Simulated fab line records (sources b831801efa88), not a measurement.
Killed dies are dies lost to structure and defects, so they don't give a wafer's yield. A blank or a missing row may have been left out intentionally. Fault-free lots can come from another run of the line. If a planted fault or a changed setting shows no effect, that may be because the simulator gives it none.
The tool behind it: which one? :: flow gf180mcu :: 12 lots with 36 wafers sampled at 6 steps, on a route of 602 steps

## WHAT THE GAUGES READ, wafer by wafer
GF_VT_IMPLANT_TW_MEAS_32. Usual: VT_IMPLANT_3_TW gives 268.8 (standard deviation 1.8).
lot: L336
measured: day 6 16:46
on: film-metro-01
VT_IMPLANT_3_TW: 266.4 267.6 268.7
flag: 

lot: L337
measured: day 7 00:52
on: film-metro-03
VT_IMPLANT_3_TW: 268.8 268.5 269.8
flag: 

lot: L344
measured: day 8 21:31
on: film-metro-03
VT_IMPLANT_3_TW: 267.6 268.1 269.3
flag: 

lot: L345
measured: day 9 06:42
on: film-metro-01
VT_IMPLANT_3_TW: 264.4 265.7 266.0
flag: 

lot: L346
measured: day 10 03:19
on: film-metro-01
VT_IMPLANT_3_TW: 266.6 266.5 266.3
flag: 

lot: L347
measured: day 10 13:43
on: film-metro-01
VT_IMPLANT_3_TW: 268.5 266.3 265.6
flag: 

lot: L349
measured: day 10 15:57
on: film-metro-04
VT_IMPLANT_3_TW: 269.9 271.1 269.8
flag: 

lot: L348
measured: day 10 16:16
on: film-metro-01
VT_IMPLANT_3_TW: 267.0 266.5 265.9
flag: 

lot: L351
measured: day 11 06:57
on: film-metro-03
VT_IMPLANT_3_TW: 269.7 271.5 269.6
flag: 

lot: L355
measured: day 12 08:48
on: film-metro-04
VT_IMPLANT_3_TW: 268.4 268.3 268.1
flag: 

lot: L358
measured: day 12 22:07
on: film-metro-03
VT_IMPLANT_3_TW: 269.9 269.1 272.4
flag: 

lot: L359
measured: day 13 03:26
on: film-metro-03
VT_IMPLANT_3_TW: 271.2 271.7 271.0
flag: 

GF_HV_LDD_CD_MEAS_46: target cd 400 nm. Usual: cd-nm reads 399.4 nm (standard deviation 2).
lot: L336
measured: day 12 02:22
on: cd-sem-01
cd-nm (nm): 403.1 401.9 403.1
flag: 

lot: L337
measured: day 12 10:28
on: cd-sem-01
cd-nm (nm): 400.5 399.4 399.8
flag: 

lot: L344
measured: day 14 18:36
on: cd-sem-02
cd-nm (nm): 399.1 397.4 395.6
flag: 

lot: L345
measured: day 15 07:07
on: cd-sem-01
cd-nm (nm): 399.4 396.8 397.8
flag: 

lot: L346
measured: day 16 09:04
on: cd-sem-01
cd-nm (nm): 403.3 398.3 401.7
flag: 

lot: L347
measured: day 16 20:22
on: cd-sem-02
cd-nm (nm): 387.1 385.9 385.5
flag: OFF

lot: L349
measured: day 16 22:23
on: cd-sem-02
cd-nm (nm): 381.3 382.3 384.0
flag: OFF

lot: L348
measured: day 17 00:48
on: cd-sem-02
cd-nm (nm): 387.8 384.7 385.4
flag: OFF

lot: L351
measured: day 17 19:07
on: cd-sem-02
cd-nm (nm): 397.8 398.1 400.0
flag: 

lot: L355
measured: day 19 03:47
on: cd-sem-01
cd-nm (nm): 400.2 399.2 400.3
flag: 

lot: L358
measured: day 19 18:06
on: cd-sem-01
cd-nm (nm): 397.2 399.7 400.3
flag: 

lot: L359
measured: day 20 01:22
on: cd-sem-02
cd-nm (nm): 398.1 399.2 398.5
flag: 

GF_V1_THK_MEAS_03. Usual: V1_CVD_02_THK gives 848 nm (standard deviation 10).
lot: L336
measured: day 16 16:55
on: film-metro-01
V1_CVD_02_THK (nm): 849 851 865
flag: 

lot: L337
measured: day 17 03:06
on: film-metro-02
V1_CVD_02_THK (nm): 831 852 849
flag: 

lot: L344
measured: day 19 23:02
on: film-metro-02
V1_CVD_02_THK (nm): 837 846 846
flag: 

lot: L345
measured: day 20 11:59
on: film-metro-03
V1_CVD_02_THK (nm): 844 858 842
flag: 

lot: L346
measured: day 21 16:13
on: film-metro-01
V1_CVD_02_THK (nm): 849 845 852
flag: 

lot: L347
measured: day 22 02:11
on: film-metro-02
V1_CVD_02_THK (nm): 845 834 858
flag: 

lot: L349
measured: day 22 06:25
on: film-metro-01
V1_CVD_02_THK (nm): 833 829 848
flag: 

lot: L348
measured: day 22 07:29
on: film-metro-03
V1_CVD_02_THK (nm): 832 847 845
flag: 

lot: L351
measured: day 23 01:34
on: film-metro-01
V1_CVD_02_THK (nm): 831 838 852
flag: 

lot: L355
measured: day 24 10:14
on: film-metro-02
V1_CVD_02_THK (nm): 853 843 864
flag: 

lot: L358
measured: day 24 21:53
on: film-metro-02
V1_CVD_02_THK (nm): 837 840 862
flag: 

lot: L359
measured: day 25 05:05
on: film-metro-01
V1_CVD_02_THK (nm): 867 876 875
flag: 

GF_V1_THK_MEAS_25: measures by xrf. Usual: V1_W_THK gives 365 nm (standard deviation 4.8).
lot: L336
measured: day 17 16:55
on: film-metro-02
V1_W_THK (nm): 368 368 367
flag: 

lot: L337
measured: day 18 03:44
on: film-metro-02
V1_W_THK (nm): 361 367 365
flag: 

lot: L344
measured: day 21 00:07
on: film-metro-01
V1_W_THK (nm): 362 364 363
flag: 

lot: L345
measured: day 21 13:05
on: film-metro-03
V1_W_THK (nm): 361 362 356
flag: 

lot: L346
measured: day 22 17:25
on: film-metro-01
V1_W_THK (nm): 363 360 363
flag: 

lot: L347
measured: day 23 02:39
on: film-metro-02
V1_W_THK (nm): 369 374 367
flag: 

lot: L349
measured: day 23 07:13
on: film-metro-02
V1_W_THK (nm): 370 371 374
flag: 

lot: L348
measured: day 23 08:31
on: film-metro-01
V1_W_THK (nm): 367 372 370
flag: 

lot: L351
measured: day 24 01:40
on: film-metro-02
V1_W_THK (nm): 370 362 364
flag: 

lot: L355
measured: day 25 08:44
on: film-metro-01
V1_W_THK (nm): 360 361 357
flag: 

lot: L358
measured: day 25 21:43
on: film-metro-01
V1_W_THK (nm): 355 359 364
flag: 

lot: L359
measured: day 26 03:44
on: film-metro-03
V1_W_THK (nm): 362 360 368
flag: 

## WHICH TOOL RAN EACH LOT (tool, then ch and the chambers of the sampled wafers, then the start)
lot: L336
GF_HV_LDD_COAT_41: litho-track-02 ch 0, day 11 16:58
GF_HV_LDD_STRIP_49: plasma-asher-02 ch 0,1, day 12 02:38

lot: L337
GF_HV_LDD_COAT_41: litho-track-04 ch 0, day 12 00:49
GF_HV_LDD_STRIP_49: plasma-asher-01 ch 0,1, day 12 10:47

lot: L344
GF_HV_LDD_COAT_41: litho-track-02 ch 0, day 14 08:40
GF_HV_LDD_STRIP_49: plasma-asher-02 ch 0,1, day 14 18:53

lot: L345
GF_HV_LDD_COAT_41: litho-track-02 ch 0, day 14 20:50
GF_HV_LDD_STRIP_49: plasma-asher-01 ch 0,1, day 15 07:25

lot: L346
GF_HV_LDD_COAT_41: litho-track-04 ch 0, day 15 21:31
GF_HV_LDD_STRIP_49: plasma-asher-01 ch 0,1, day 16 09:22

lot: L347
GF_HV_LDD_COAT_41: litho-track-02 ch 0, day 16 09:08
GF_HV_LDD_STRIP_49: plasma-asher-02 ch 0,1, day 16 20:40

lot: L349
GF_HV_LDD_COAT_41: litho-track-02 ch 0, day 16 11:11
GF_HV_LDD_STRIP_49: plasma-asher-04 ch 0,1, day 16 22:41

lot: L348
GF_HV_LDD_COAT_41: litho-track-02 ch 0, day 16 13:01
GF_HV_LDD_STRIP_49: plasma-asher-01 ch 0,1, day 17 01:05

lot: L351
GF_HV_LDD_COAT_41: litho-track-01 ch 0, day 17 07:55
GF_HV_LDD_STRIP_49: plasma-asher-02 ch 0,1, day 17 19:25

lot: L355
GF_HV_LDD_COAT_41: litho-track-04 ch 0, day 18 15:43
GF_HV_LDD_STRIP_49: plasma-asher-04 ch 0,1, day 19 04:05

lot: L358
GF_HV_LDD_COAT_41: litho-track-02 ch 0, day 19 05:31
GF_HV_LDD_STRIP_49: plasma-asher-04 ch 0,1, day 19 18:23

lot: L359
GF_HV_LDD_COAT_41: litho-track-01 ch 0, day 19 12:58
GF_HV_LDD_STRIP_49: plasma-asher-02 ch 0,1, day 20 01:40
- GF_HV_LDD_COAT_41: resist thk 1000 nm.
- GF_HV_LDD_STRIP_49: strips in O2/N2.

## WHAT THE TOOLS THEMSELVES READ (means of the sampled wafers that have a number; where no wafer has one, the mark that the record gives instead)
GF_HV_LDD_COAT_41. Usual: resist-line-temp-C 23.00 C, standard deviation 0.11; spin-speed-rpm 3000.2 rpm, standard deviation 1.9.
lot: L336
tool: litho-track-02
resist-line-temp-C (C): 22.89
spin-speed-rpm (rpm): 3000.9
flag: 

lot: L337
tool: litho-track-04
resist-line-temp-C (C): 23.05
spin-speed-rpm (rpm): 2998.8
flag: 

lot: L344
tool: litho-track-02
resist-line-temp-C (C): 23.10
spin-speed-rpm (rpm): 3000.4
flag: 

lot: L345
tool: litho-track-02
resist-line-temp-C (C): 22.95
spin-speed-rpm (rpm): 3000.7
flag: 

lot: L346
tool: litho-track-04
resist-line-temp-C (C): 22.92
spin-speed-rpm (rpm): 3000.0
flag: 

lot: L347
tool: litho-track-02
resist-line-temp-C (C): 22.96
spin-speed-rpm (rpm): 2195.5
flag: OFF

lot: L349
tool: litho-track-02
resist-line-temp-C (C): 22.86
spin-speed-rpm (rpm): 2196.1
flag: OFF

lot: L348
tool: litho-track-02
resist-line-temp-C (C): 23.15
spin-speed-rpm (rpm): 2195.8
flag: OFF

lot: L351
tool: litho-track-01
resist-line-temp-C (C): 22.89
spin-speed-rpm (rpm): 3000.3
flag: 

lot: L355
tool: litho-track-04
resist-line-temp-C (C): 23.15
spin-speed-rpm (rpm): 2999.0
flag: 

lot: L358
tool: litho-track-02
resist-line-temp-C (C): 22.95
spin-speed-rpm (rpm): 2999.5
flag: 

lot: L359
tool: litho-track-01
resist-line-temp-C (C): 22.89
spin-speed-rpm (rpm): 2999.4
flag: 

GF_HV_LDD_STRIP_49. Usual: drypump-motor-current-A 5.51 A, standard deviation 0.15; heater-power-w 337 W, standard deviation 21; n2-flow-sccm 300.1 sccm, standard deviation 0.96; oes-product-au 0.716 a.u., standard deviation 0.0054; strip-time-to-endpoint-s 12.62 s, standard deviation 0.045.
lot: L336
tool: plasma-asher-02
drypump-motor-current-A (A): 5.63
heater-power-w (W): 338
n2-flow-sccm (sccm): 300.0
oes-product-au (a.u.): 0.716
strip-time-to-endpoint-s (s): 12.67
flag: 

lot: L337
tool: plasma-asher-01
drypump-motor-current-A (A): 5.47
heater-power-w (W): 335
n2-flow-sccm (sccm): 300.0
oes-product-au (a.u.): 0.718
strip-time-to-endpoint-s (s): 12.58
flag: 

lot: L344
tool: plasma-asher-02
drypump-motor-current-A (A): 5.57
heater-power-w (W): 349
n2-flow-sccm (sccm): 300.6
oes-product-au (a.u.): 0.717
strip-time-to-endpoint-s (s): 12.63
flag: 

lot: L345
tool: plasma-asher-01
drypump-motor-current-A (A): 5.47
heater-power-w (W): 353
n2-flow-sccm (sccm): 299.5
oes-product-au (a.u.): 0.716
strip-time-to-endpoint-s (s): 12.60
flag: 

lot: L346
tool: plasma-asher-01
drypump-motor-current-A (A): 5.48
heater-power-w (W): 337
n2-flow-sccm (sccm): 300.1
oes-product-au (a.u.): 0.715
strip-time-to-endpoint-s (s): 12.63
flag: 

lot: L347
tool: plasma-asher-02
drypump-motor-current-A (A): 5.62
heater-power-w (W): 340
n2-flow-sccm (sccm): 299.1
oes-product-au (a.u.): 0.712
strip-time-to-endpoint-s (s): 14.48
flag: OFF

lot: L349
tool: plasma-asher-04
drypump-motor-current-A (A): 5.55
heater-power-w (W): 328
n2-flow-sccm (sccm): 300.1
oes-product-au (a.u.): 0.718
strip-time-to-endpoint-s (s): 14.49
flag: OFF

lot: L348
tool: plasma-asher-01
drypump-motor-current-A (A): 5.49
heater-power-w (W): 353
n2-flow-sccm (sccm): 301.3
oes-product-au (a.u.): 0.715
strip-time-to-endpoint-s (s): 14.51
flag: OFF

lot: L351
tool: plasma-asher-02
drypump-motor-current-A (A): 5.63
heater-power-w (W): 336
n2-flow-sccm (sccm): 299.5
oes-product-au (a.u.): 0.711
strip-time-to-endpoint-s (s): 12.66
flag: 

lot: L355
tool: plasma-asher-04
drypump-motor-current-A (A): 5.57
heater-power-w (W): 323
n2-flow-sccm (sccm): 299.3
oes-product-au (a.u.): 0.709
strip-time-to-endpoint-s (s): 12.52
flag: 

lot: L358
tool: plasma-asher-04
drypump-motor-current-A (A): 5.56
heater-power-w (W): 315
n2-flow-sccm (sccm): 299.8
oes-product-au (a.u.): 0.721
strip-time-to-endpoint-s (s): 12.60
flag: 

lot: L359
tool: plasma-asher-02
drypump-motor-current-A (A): 5.63
heater-power-w (W): 340
n2-flow-sccm (sccm): 299.7
oes-product-au (a.u.): 0.720
strip-time-to-endpoint-s (s): 12.59
flag: 

## THE ANSWER, worked out from the rows above alone
Rule: take the mean of a lot's wafers that have a number; if it is more than 3 standard deviations from the usual mean, the lot is off. Also off: a lot with no number at a reading for which 4 or more lots have one. Where the step has rows for the other lots, those lots are counted as sound. The gauges are gone through in route order, then the tools' own readings, and for those a lot's mean is taken as printed above. The first step at which some lot is off is used, and at that step the reading that is off furthest; a lot without a number counts as furthest.
Off: L347, L349, L348, at GF_HV_LDD_CD_MEAS_46 (cd-nm).
If a tool, at a process step before that reading, ran all the lots that are off and no sound lot after the first of them, it fits. Not tried: the gauges at GF_HV_LDD_CD_MEAS_46; whatever is off there is also off at GF_HV_LDD_COAT_41, on other tools, and gauge error can't account for it. No candidate that was tried fits.

## WHAT THE SIMULATOR HAD INSERTED
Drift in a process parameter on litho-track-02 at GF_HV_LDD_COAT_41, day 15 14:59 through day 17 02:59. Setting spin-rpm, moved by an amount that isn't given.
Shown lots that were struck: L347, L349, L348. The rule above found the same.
